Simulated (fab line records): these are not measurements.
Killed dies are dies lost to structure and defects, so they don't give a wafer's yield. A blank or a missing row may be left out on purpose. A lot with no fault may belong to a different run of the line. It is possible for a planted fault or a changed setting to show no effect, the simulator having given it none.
Matching of chambers | flow gf180mcu | GF_STI_ETCH_13 on rie diel-04 has 4 sister chambers
The step etches the open film in CHF3/O2, stops on Si, target depth 282.31 nm, time 112.9 s. 16 wafers are shown with their chamber, then 7 later ones without.

WAFERS WITH THEIR CHAMBER
wafer  | chamber | drypump motor current A (A) | throttle valve pct (%) | oes product au (a.u.)
L498.3 | 0       | 5.7                         | 8.821                  | 0.822
L498.4 | 0       | 5.6                         | 8.811                  | 0.834
L498.6 | 2       | 5.2                         | 8.812                  | 0.824
L502.1 | 1       | 6.3                         | 8.811                  | 0.833
L502.5 | 3       | 6.5                         | 8.814                  | 0.827
L502.6 | 0       | 5.7                         | 8.815                  | 0.830
L503.3 | 3       | 6.5                         | 8.816                  | 0.832
L503.4 | 2       | 5.2                         | 8.816                  | 0.835
L503.6 | 2       | 5.2                         | 8.812                  | 0.835
L504.1 | 2       | 5.1                         | 8.789                  | 0.828
L504.4 | 0       | 5.7                         | 8.811                  | 0.825
L504.5 | 3       | 6.5                         | 8.811                  | 0.830
L506.2 | 2       | 5.2                         | 8.796                  | 0.810
L508.4 | 2       | 5.2                         | 8.790                  | 0.811
L513.3 | 2       | 5.2                         | 8.812                  | 0.832
L513.4 | 0       | 5.7                         | 8.805                  | 0.835

SIGNATURES (means of the wafers above)
reading                 | chamber 0 | chamber 1 | chamber 2 | chamber 3 | scatter within a chamber
drypump motor current A | 5.680     | 6.300     | 5.186     | 6.500     | 0.0372
throttle valve pct      | 8.81260   | 8.81100   | 8.80386   | 8.81367   | 0.009
oes product au          | 0.82920   | 0.83300   | 0.82500   | 0.82967   | 0.00826
Rule: distance of a wafer from a chamber = root of the sum over the readings of ((wafer's reading minus chamber's mean) / reading's scatter) squared. The wafer belongs to the nearest chamber; if the next one is less than 2 further off, it can't be placed. The scatter: the root of (the sum of the squares of (reading less its chamber's mean) over the shown wafers, divided by (wafers less chambers)).

WAFERS MISSING THEIR CHAMBER
wafer  | drypump motor current A (A) | throttle valve pct (%) | oes product au (a.u.)
L513.6 | 5.2                         | 8.813                  | 0.830
L515.2 | 6.3                         | 8.800                  | 0.837
L515.3 | 5.2                         | 8.801                  | 0.829
L515.6 | 6.3                         | 8.811                  | 0.834
L520.2 | 6.3                         | 8.816                  | 0.843
L520.3 | 6.5                         | 8.812                  | 0.843
L520.6 | 5.7                         | 8.806                  | 0.836

WHICH CHAMBER EACH WENT THROUGH
wafer  | from the rows above | in truth
L513.6 | 2                   | 2
L515.2 | 1                   | 1
L515.3 | 2                   | 2
L515.6 | 1                   | 1
L520.2 | 1                   | 1
L520.3 | 3                   | 3
L520.6 | 0                   | 0
Correct placement for 7 of the 7. Number that these rows cannot place: 0. Wrongly placed: 0.
